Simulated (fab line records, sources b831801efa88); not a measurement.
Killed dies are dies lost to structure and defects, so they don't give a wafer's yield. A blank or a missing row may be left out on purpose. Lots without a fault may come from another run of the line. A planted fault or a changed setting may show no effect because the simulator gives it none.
A struck lot beside a sound one | flow gf180mcu | 37 steps out of a route of 602
Sound: wafers L613.1, L613.2, L613.3. Struck: wafers L620.3, L620.4. (L620.6 of the same lot was not struck and is left out.) The cause comes at the end.
At each step with rows: each side's tool, then ch and its chambers, then its first start. Under that, the readings that differ: sound wafers | struck wafers | difference of the means | sigmas: that difference in standard deviations of wafers without a fault.
alike: readings whose means differ by less than 2 such deviations, and words and numbers that are the same on both sides. not compared: withheld readings, readings that some wafer has no value for, bounds like >300 that may hide the same value, and numbers for which the record gives no deviation and whose values overlap.
The two part at a step that has a row with sigmas, a row that says differs or no value, or rows on one side only. Numbers that don't overlap but have no deviation are shown without sigmas and don't part them. A reading that every wafer of one side lacks parts them only if that side has two wafers or more.

first, 1 step without rows for these wafers: GF_M5_DEVELOP_06 (develop time 60 s).
GF_M5_CD_MEAS_07: target cd 280 nm.
  sound on cd_sem-01, day 28 00:04; struck on cd_sem-01, day 30 08:03
  alike: cd_nm
GF_M5_OVL_MEAS_08:
  sound on overlay-02, day 28 00:11; struck on overlay-01, day 30 08:08
  alike: M5_OVL
GF_M5_ETCH_09: etches Si3N4 in CF4/O2, target depth 52 nm, time 11.6 s.
  sound on rie_diel-01 ch 0,2,3, day 28 00:13; struck on rie_diel-01 ch 0,1, day 30 08:10
  reading                | sound    | struck | difference | sigmas
  rf_hours_counter_h (h) | 11 39 67 | 2 1    | -38        |
  alike: drypump_motor_current_A, oes_product_au, throttle_valve_pct
then, 5 steps without rows for these wafers: GF_M5_METAL_ETCH_10 (etches the open film in Cl2/BCl3, stops on SiO2, target depth 750.8 nm, time 125.1 s); GF_M5_STRIP_11 (strips in O2/N2); GF_M5_STRIP_12 (strips in post etch residue remover, time 1200 s); GF_M5_CLEAN_13 (cleans in DIW); GF_V5_CVD_00 (deposits SiO2, target thk 300 nm, time 50 s).
GF_V5_THK_MEAS_01:
  sound on film_metro-02, day 28 00:58; struck on film_metro-02, day 30 08:55
  alike: V5_CVD_00_THK
then, 1 step without rows for these wafers: GF_V5_CVD_02 (deposits SiO2 from TEOS, target thk 1450 nm, time 163.28 s).
GF_V5_THK_MEAS_03:
  sound on film_metro-03, day 28 01:08; struck on film_metro-02, day 30 09:05
  alike: V5_CVD_02_THK
GF_V5_CMP_04: polishes SiO2.
  sound on cmp-01 ch 0,2,3, day 28 01:11; struck on cmp-01 ch 0,3, day 30 09:25
  reading                             | sound             | struck      | difference | sigmas
  model.SiO2_of_V5_CVD_02.thk_nm (nm) | 854.7 854.4 854.1 | 766.6 766.6 | -87.8      |
  alike: motor_current_A, platen_rpm, slurry_filter_dp_kPa
GF_V5_BOW_MEAS_05:
  sound on film_metro-03, day 28 01:29; struck on film_metro-04, day 30 09:40
  alike: V5_BOW
then, 8 steps without rows for these wafers: GF_V5_DEHYDRATE_06 (time 60 s); GF_V5_HMDS_07 (prime time 60 s); GF_V5_COAT_08; GF_V5_COAT_09 (resist thk 1000 nm); GF_V5_SOFTBAKE_10 (time 60 s); GF_V5_EXPOSE_11 (exposes mask Via5, target cd 260 nm); GF_V5_PEB_12 (peb time 90 s); GF_V5_DEVELOP_13 (develop time 60 s).
GF_V5_CD_MEAS_14: target cd 260 nm.
  sound on cd_sem-01, day 28 21:08; struck on cd_sem-01, day 31 03:52
  alike: cd_nm
GF_V5_OVL_MEAS_15:
  sound on overlay-01, day 28 21:16; struck on overlay-01, day 31 03:58
  alike: V5_OVL
GF_V5_ETCH_16: etches BARC in N2/H2.
  sound on rie_diel-04 ch 1,2,3, day 28 21:17; struck on rie_diel-02 ch 0,3, day 31 03:59
  reading                     | sound       | struck  | difference | sigmas
  drypump_motor_current_A (A) | 5.8 5.5 5.7 | 4.8 4.9 | -0.8       | -2
  alike: oes_product_au, throttle_valve_pct
GF_V5_ETCH_17: etches SiO2 in C4F8/O2/Ar, stops on TiN, target depth 855 nm.
  sound on rie_diel-04 ch 1,2,3; struck on rie_diel-02 ch 0,3
  reading                        | sound             | struck      | difference | sigmas
  oes_product_au (a.u.)          | 0.866 0.854 0.857 | 0.812 0.822 | -0.042     | -9
  model.etch.depth_nm (nm)       | 854.7 854.4 854.1 | 766.6 766.6 | -87.8      |
  model.V5.feature_depth_nm (nm) | 854.7 854.4 854.1 | 766.6 766.6 | -87.8      |
GF_V5_STRIP_18: strips in O2/N2.
  sound on plasma_asher-03 ch 0,1, day 28 21:27; struck on plasma_asher-03 ch 0,1, day 31 04:10
  alike: drypump_motor_current_A, heater_power_w, oes_product_au
  not compared: rf_hours_counter_h
then, 2 steps without rows for these wafers: GF_V5_STRIP_19 (strips in post etch residue remover, time 1200 s); GF_V5_CLEAN_20 (cleans in DIW).
GF_V5_SPUTTER_21: material Ti, target thk 15 nm, time 80.02 s.
  sound on pvd_sputter-02, day 28 21:59; struck on pvd_sputter-02, day 31 04:40
  alike: cathode_dc_power_W, throttle_valve_pct
GF_V5_SPUTTER_22: material TiN, target thk 10 nm, time 40 s.
  sound on pvd_sputter-02, day 28 22:02; struck on pvd_sputter-02, day 31 04:44
  alike: cathode_dc_power_W, throttle_valve_pct
then, 1 step without rows for these wafers: GF_V5_CVD_23 (deposits W, target thk 350 nm, time 104.9 s).
GF_V5_RS_MEAS_24: measures by four-point-probe.
  sound on film_metro-03, day 28 22:11; struck on film_metro-02, day 31 05:02
  alike: V5_W_RS
GF_V5_THK_MEAS_25: measures by xrf.
  sound on film_metro-03, day 28 22:19; struck on film_metro-02, day 31 05:08
  alike: V5_W_THK
GF_V5_CMP_26: polishes, stops on SiO2, t overpolish 15 s, target thk 0 nm.
  sound on cmp-02 ch 0,2,3, day 28 22:22; struck on cmp-02 ch 1,2, day 31 05:14
  reading                             | sound           | struck      | difference | sigmas
  model.SiO2_of_V5_CVD_02.thk_nm (nm) | 851 850.6 850.3 | 762.8 762.8 | -87.8      |
  alike: motor_current_A, platen_rpm, slurry_filter_dp_kPa
then, 2 steps without rows for these wafers: GF_TOP_METAL_SPUTTER_00 (material Ti, target thk 37.5 nm, time 150 s); GF_PASSIVATION_PROBE_99.

WHERE THEY PART
First at GF_V5_ETCH_16; last, within this record, at GF_V5_ETCH_17. Later steps at which nothing parts them and some readings are alike: GF_V5_STRIP_18, GF_V5_SPUTTER_21, GF_V5_SPUTTER_22, GF_V5_RS_MEAS_24, GF_V5_THK_MEAS_25, GF_V5_CMP_26.

WHY: what the simulator had put in
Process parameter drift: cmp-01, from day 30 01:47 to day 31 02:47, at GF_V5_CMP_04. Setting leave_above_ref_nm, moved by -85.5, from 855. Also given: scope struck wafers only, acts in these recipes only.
